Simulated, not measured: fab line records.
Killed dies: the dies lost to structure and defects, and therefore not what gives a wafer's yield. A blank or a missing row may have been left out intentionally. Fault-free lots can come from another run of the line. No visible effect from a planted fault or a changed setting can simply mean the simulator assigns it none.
fab line records -- flow sfqLine
[record] lots = 6, wafers = 18, lastDay = 87
route steps=325 shown I1@74
lots with no fault: from the same line, run without faults
startH: hours from the record's opening day to when the first of the lot's shown wafers began -- waitH: hours from the lot's prior step to this one -- " as in the row above -- L1.1+2: a row that stands for several wafers -- - no value, or no start was given -- * or withheld: withheld -- < > ~ a bound
route shown NAME@n: a module of which the file shows steps, and the number in the route of the first -- usual: mean/standard deviation of fault-free wafers -- same: alike in all rows -- chamber/n: place in a boat -- sites: the reading at each site -- _std_site: their standard deviation -- _edge_site: the outer-site mean with the inner-site mean subtracted -- radiusMm: how far each site lies from the wafer's centre -- mask NAME#n: copy n -- behind: the most recent tool/chamber to have shaped the wafer -- hold: why the lot went on hold/how many hours it stayed there/how the hold came to an end -- device: which transistor (n, p or np) failed to switch -- end of line: the route-end tests of the same wafers -- step lacking rows: just its recipe -- killed: count of dies lost to structure and defects at first sort (not the wafer's yield) -- map: dies across one wafer; x = killed, . = not, _ = none there
set.NAME: the run value of the setting; set.NAME@STEP: its run value at that earlier step -- model.NAME: the simulator's own value behind a step, which no gauge read
certain route steps with their lots: each step a table, each wafer a row
services: when a tool's chamber went out of use (startH, in hours from the record's first day, below 0 if earlier), for how many hours, and the reason
[[steps]]
[step SFQ_TRILAYER_I1_CMP_CMP_046]
[recipe] material = SiO2, downForcePsi = 3, platenRpm = 60, padVelocityMS = 0.94248
[usual] motorCurrentA = 9.9/1.4, timeToEndpointS = 217/7.2
lot.wafer,tool,chamber,startH,waitH,motorCurrentA,timeToEndpointS
L489.1,cmp-02,2,473.37,0.0,8.8,213
L489.3,cmp-02,3,473.37,0.0,9.7,211
L489.5,cmp-02,3,475.87,2.5,9.3,218
L490.1,cmp-02,1,496.17,2.3,11.6,208
L490.3,cmp-02,2,496.17,2.3,9.2,201
L490.5,cmp-02,1,498.17,4.3,11.6,217
L491.1,cmp-01,0,497.37,2.3,8.3,222
L491.2,cmp-01,1,497.37,2.3,10.1,211
L491.6,cmp-01,0,499.37,4.3,8.6,222
L494.4,cmp-02,0,514.17,2.3,9.7,205
L494.2,cmp-02,2,515.17,3.3,9.2,205
L494.5,cmp-02,0,516.17,4.3,11.1,217
L502.3,cmp-01,1,730.78,0.0,10.8,211
L502.2,cmp-01,3,731.78,1.0,12.7,218
L502.6,cmp-01,1,732.78,2.0,10.4,222
L506.1,cmp-01,0,778.80,13.9,8.3,211
L506.3,cmp-01,2,779.80,14.9,8.2,208
L506.4,cmp-01,3,779.80,14.9,13.0,219
[step SFQ_I1_BOW_MEAS_912]
[recipe] mode = bow
[usual] I1_BOW = 1/8.1
lot.wafer,tool,chamber,startH,waitH,I1_BOW[um]
L489.1,filmMetro-02,-,476.37,2.5,21
L489.3,filmMetro-02,-,476.37,2.5,11
L489.5,filmMetro-02,-,476.37,2.5,2
L490.1,filmMetro-01,-,499.17,2.5,10
L490.3,filmMetro-01,-,499.17,2.5,-9
L490.5,filmMetro-01,-,499.17,2.5,-2
L491.1,filmMetro-02,-,500.37,2.5,-7
L491.2,filmMetro-02,-,500.37,2.5,0
L491.6,filmMetro-02,-,500.37,2.5,7
L494.2,filmMetro-02,-,517.19,1.5,4
L494.4,filmMetro-02,-,517.19,1.5,4
L494.5,filmMetro-02,-,517.19,1.5,-2
L502.2,filmMetro-01,-,733.80,1.5,15
L502.3,filmMetro-01,-,733.80,1.5,3
L502.6,filmMetro-01,-,733.80,1.5,3
L506.1,filmMetro-01,-,781.80,2.5,-1
L506.3,filmMetro-01,-,781.80,2.5,4
L506.4,filmMetro-01,-,781.80,2.5,7
[step SFQ_TRILAYER_I1_METRO_MEASURE_047]
[usual] thkNm = 200.5/0.98
lot.wafer,tool,chamber,startH,waitH,thkNm
L489.1,filmMetro-02,-,476.49,0.1,199.5
L489.3,filmMetro-02,-,476.49,0.1,200.4
L489.5,filmMetro-02,-,476.49,0.1,200.5
L490.1,filmMetro-01,-,499.29,0.1,199.9
L490.3,filmMetro-01,-,499.29,0.1,199.8
L490.5,filmMetro-01,-,499.29,0.1,199.8
L491.1,filmMetro-02,-,500.49,0.1,199.4
L491.2,filmMetro-02,-,500.49,0.1,199.1
L491.6,filmMetro-02,-,500.49,0.1,199.8
L494.2,filmMetro-02,-,517.49,0.3,200.2
L494.4,filmMetro-02,-,517.49,0.3,199.5
L494.5,filmMetro-02,-,517.49,0.3,199.9
L502.2,filmMetro-01,-,734.10,0.3,200.7
L502.3,filmMetro-01,-,734.10,0.3,199.0
L502.6,filmMetro-01,-,734.10,0.3,200.3
L506.1,filmMetro-01,-,781.92,0.1,199.6
L506.3,filmMetro-01,-,781.92,0.1,201.2
L506.4,filmMetro-01,-,781.92,0.1,201.4
[step SFQ_TRILAYER_I1_VIA_LITHO_COAT_054]
[recipe] resist = BARC, spinRpm = 3000, resistThkNm = 62
[step SFQ_TRILAYER_I1_VIA_LITHO_COAT_049]
[recipe] resist = KrF, spinRpm = 3000, resistThkNm = 650
[step SFQ_TRILAYER_I1_VIA_LITHO_SOFTBAKE_053]
[recipe] tempC = withheld, timeS = withheld, resist = KrF
[step SFQ_TRILAYER_I1_VIA_LITHO_EXPOSE_050]
[recipe] maskId = I1, na = 0.6, sourceShape = conventional, sigmaOuter = 0.65, targetCdNm = 500, doseMj = 21.3
[step SFQ_TRILAYER_I1_VIA_LITHO_PEB_052]
[recipe] pebTempC = 115, pebTimeS = 60, resist = KrF
[step SFQ_TRILAYER_I1_VIA_LITHO_DEVELOP_051]
[recipe] timeS = 60, resist = KrF
[step SFQ_I1_OVL_MEAS_913]
[usual] I1_OVL = -2/5.2
lot.wafer,tool,chamber,startH,waitH,I1_OVL[nm]
L489.1,overlay-01,-,629.36,0.1,-3
L489.3,overlay-01,-,629.36,0.1,-8
L489.5,overlay-01,-,629.36,0.1,-1
L490.1,overlay-01,-,646.16,0.1,-2
L490.3,overlay-01,-,646.16,0.1,-1
L490.5,overlay-01,-,646.16,0.1,4
L491.1,overlay-02,-,648.56,0.1,4
L491.2,overlay-02,-,648.56,0.1,9
L491.6,overlay-02,-,648.56,0.1,8
L494.2,overlay-02,-,669.41,0.1,-5
L494.4,overlay-02,-,669.41,0.1,-7
L494.5,overlay-02,-,669.41,0.1,-8
L502.2,overlay-01,-,737.35,0.1,-1
L502.3,overlay-01,-,737.35,0.1,-2
L502.6,overlay-01,-,737.35,0.1,3
L506.1,overlay-02,-,786.55,0.1,0
L506.3,overlay-02,-,786.55,0.1,-2
L506.4,overlay-02,-,786.55,0.1,3
[step SFQ_TRILAYER_I1_VIA_BARC_OPEN_VIA_ETCH_071]
[recipe] maskMaterial = PR, chemistry = O2, targetDepthNm = 125, target = BARC, sourceW = 500, biasW = 80, pressureMtorr = 30, timeS = 41.7
[usual] drypumpMotorCurrentA = 5.8/0.51, oesProductAu = 0.686/0.0045
lot.wafer,tool,chamber,startH,waitH,drypumpMotorCurrentA,oesProductAu,rfHoursCounterH
L489.1,rieDiel-01,1,629.40,0.0,5.9,0.686,11
L489.3,rieDiel-01,0,629.40,0.0,5.8,0.685,51
L489.5,rieDiel-01,0,629.40,0.0,5.8,0.688,-
L490.1,rieDiel-01,0,646.20,0.0,5.8,0.676,51
L490.3,rieDiel-01,2,646.20,0.0,6.0,0.696,11
L490.5,rieDiel-01,3,646.20,0.0,5.2,0.689,-
L491.1,rieDiel-03,3,648.60,0.0,6.3,0.688,4
L491.2,rieDiel-03,2,648.60,0.0,6.7,0.687,8
L491.6,rieDiel-03,3,648.60,0.0,6.3,0.676,-
L494.2,rieDiel-01,3,669.44,0.0,5.2,0.692,7
L494.4,rieDiel-01,0,669.44,0.0,5.8,0.686,51
L494.5,rieDiel-01,3,669.44,0.0,5.2,0.685,-
L502.2,rieDiel-01,3,737.38,0.0,5.2,0.690,8
L502.3,rieDiel-01,0,737.38,0.0,5.8,0.689,52
L502.6,rieDiel-01,0,737.38,0.0,5.8,0.686,-
L506.1,rieDiel-02,2,786.59,0.0,6.0,0.686,6
L506.3,rieDiel-02,0,786.59,0.0,5.6,0.688,33
L506.4,rieDiel-02,1,786.59,0.0,4.9,0.686,2
[step SFQ_TRILAYER_I1_VIA_ETCH_VIA_ETCH_052]
[recipe] target = SiO2, stopOn = Nb, maskMaterial = PR, taperDeg = 20, chemistry = CHF3, targetDepthNm = 260, sourceW = 500, biasW = 80, pressureMtorr = 30, timeS = withheld
[usual] drypumpMotorCurrentA = 5.8/0.51, oesProductAu = 0.856/0.0053
lot.wafer,tool,chamber,startH,waitH,drypumpMotorCurrentA,oesProductAu
L489.1,rieDiel-01,1,629.44,0.0,5.9,0.851
L489.3,rieDiel-01,0,629.44,0.0,5.8,0.857
L489.5,rieDiel-01,0,629.44,0.0,5.8,0.866
L490.1,rieDiel-01,0,646.24,0.0,5.8,0.861
L490.3,rieDiel-01,2,646.24,0.0,6.0,0.854
L490.5,rieDiel-01,3,646.24,0.0,5.2,0.858
L491.1,rieDiel-03,3,648.64,0.0,6.3,0.846
L491.2,rieDiel-03,2,648.64,0.0,6.7,0.853
L491.6,rieDiel-03,3,648.64,0.0,6.3,0.855
L494.2,rieDiel-01,3,669.48,0.0,5.2,0.856
L494.4,rieDiel-01,0,669.48,0.0,5.8,0.856
L494.5,rieDiel-01,3,669.48,0.0,5.2,0.852
L502.2,rieDiel-01,3,737.42,0.0,5.2,0.857
L502.3,rieDiel-01,0,737.42,0.0,5.8,0.851
L502.6,rieDiel-01,0,737.42,0.0,5.8,0.851
L506.1,rieDiel-02,2,786.63,0.0,6.0,0.854
L506.3,rieDiel-02,0,786.63,0.0,5.6,0.861
L506.4,rieDiel-02,1,786.63,0.0,5.0,0.853
[step SFQ_TRILAYER_I1_VIA_STRIP_STRIP_053]
[recipe] gas = O2, powerW = 200, platenTempC = 40, overashFraction = 0.65, chemistry = O2, pressureMtorr = 50
[usual] chamberPressureMTorr = 50.00/0.045, drypumpMotorCurrentA = 5.9/0.39, oesProductAu = 0.999/0.0095
lot.wafer,tool,chamber,startH,waitH,chamberPressureMTorr,drypumpMotorCurrentA,oesProductAu,rfHoursCounterH
L489.1,rieMetal-04,1,629.55,-,49.98,5.8,0.998,96
L489.3,rieMetal-04,1,629.55,-,49.97,5.8,1.003,-
L489.5,rieMetal-04,1,629.55,-,49.99,5.8,1.005,-
L490.1,rieMetal-01,1,646.35,-,50.04,6.3,0.991,81
L490.3,rieMetal-01,1,646.35,-,49.95,6.3,0.997,-
L490.5,rieMetal-01,1,646.35,-,49.92,6.3,0.992,-
L491.1,rieMetal-01,1,648.75,-,60.01,6.3,0.995,82
L491.2,rieMetal-01,0,648.75,-,49.94,6.1,0.993,35
L491.6,rieMetal-01,1,648.75,-,59.95,6.3,0.997,-
L494.2,rieMetal-01,0,669.59,-,49.98,6.1,1.012,38
L494.4,rieMetal-01,0,669.59,-,50.00,6.1,0.999,-
L494.5,rieMetal-01,1,669.59,-,60.03,6.3,0.992,-
L502.2,rieMetal-03,0,737.54,-,49.99,6.0,0.988,46
L502.3,rieMetal-03,0,737.54,-,50.00,5.9,0.986,-
L502.6,rieMetal-03,0,737.54,-,49.98,5.9,0.979,-
L506.1,rieMetal-04,1,786.74,-,49.93,5.8,1.002,112
L506.3,rieMetal-04,1,786.74,-,49.98,5.8,1.004,-
L506.4,rieMetal-04,0,786.74,-,50.05,5.0,1.005,-
[step SFQ_TRILAYER_I1_VIA_STRIP_SOLV_CLEAN_054]
[recipe] chemistry = NMP, tempC = 70, timeS = 600
[[services]]
tool,chamber,startH,hours,kind
filmMetro-01,-,451.45,0.5,pm
filmMetro-01,-,462.09,1.1,pm
rieDiel-01,0,471.12,86.8,repair
filmMetro-02,-,471.87,0.7,pm
cmp-01,-,471.89,1.7,repair
rieMetal-01,0,539.90,1.3,repair
cmp-01,-,572.29,4.0,pm
cmp-01,-,583.75,0.2,repair
filmMetro-02,-,593.96,0.9,pm
cmp-02,-,595.34,6.7,pm
cmp-01,-,606.10,3.1,repair
rieMetal-01,-,612.07,4.3,pm
rieDiel-01,2,613.79,11.0,repair
cmp-02,-,613.90,0.5,repair
filmMetro-02,-,614.69,5.1,pm
cmp-01,-,618.49,0.8,repair
cmp-01,-,623.91,1.2,repair
rieMetal-01,0,625.75,7.0,repair
filmMetro-01,-,625.99,0.5,pm
cmp-01,-,639.04,3.5,pm
rieDiel-01,1,648.73,5.3,repair
rieDiel-01,2,727.50,11.3,repair
rieDiel-01,-,744.76,0.7,repair
rieDiel-01,2,775.77,6.1,repair
[[key]]
[firstSign] step = SFQ_TRILAYER_I1_VIA_STRIP_STRIP_053, reading = chamberPressureMTorr, direction = up, sigmas = 99+, usual = 50.00, struck = 60.00
effect none on later readings
metAt SFQ_TRILAYER_I1_VIA_STRIP_STRIP_053
struckWafers L491.1,L491.6,L494.5
onsetBetween 646.35 648.75
[fault] kind = processParameterDrift, tool = rieMetal-01, chamber = 1, onsetH = 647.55, steps = SFQ_TRILAYER_I1_VIA_STRIP_STRIP_053, channel = pressureMtorr, offset = 10, shape = step, endH = 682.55, actsIn = theseRecipesOnly, stated = 50
